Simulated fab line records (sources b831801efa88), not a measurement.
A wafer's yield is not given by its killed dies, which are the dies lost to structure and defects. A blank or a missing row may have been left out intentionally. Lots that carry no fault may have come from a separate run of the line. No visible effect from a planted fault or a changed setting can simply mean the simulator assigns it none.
Chamber matching	flow sky130	SKY_VIA3_CMP_02 on cmp-01 has 4 sister chambers
The step polishes SiO2. 4 wafers are shown with their chamber, then 10 later ones without.

## WAFERS WITH THEIR CHAMBER
wafer	chamber	motor-current-A (A)
L082.1	3	12.1
L085.6	1	9.6
L090.3	2	12.3
L090.5	0	11.3

## WAFERS MISSING THEIR CHAMBER
wafer	motor-current-A (A)
L090.6	10.9
L094.3	11.2
L094.4	11.8
L094.5	11.3
L095.1	11.9
L095.3	11.6
L095.6	9.4
L097.1	11.9
L097.2	12.1
L097.3	9.4

## EACH ONE'S CHAMBER
wafer	from the rows above	in truth
L090.6	0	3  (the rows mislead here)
L094.3	0	0
L094.4	can't be placed: 3 or 0 or 2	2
L094.5	0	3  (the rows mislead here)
L095.1	can't be placed: 3 or 2 or 0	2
L095.3	can't be placed: 0 or 3 or 2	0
L095.6	1	1
L097.1	can't be placed: 3 or 2 or 0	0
L097.2	can't be placed: 3 or 2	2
L097.3	1	1
Placed correctly: 3 of 10. Can't be placed from these rows: 5 (the true chamber is among the candidates in 5). Wrongly placed: 2.
How it was worked out, from the rows above alone: a wafer's distance from a chamber is the root of the sum, over the readings, of the square of ((its reading less the chamber's mean) divided by the reading's scatter). If the next closest chamber is less than 2 further off than the closest, the wafer can't be placed; otherwise it belongs to the closest. For every chamber, the mean is computed from those of its wafers that are shown. The scatter (one wafer shown for each chamber): square how far every hidden wafer sits from the nearest shown wafer, average those squares and take the square root.
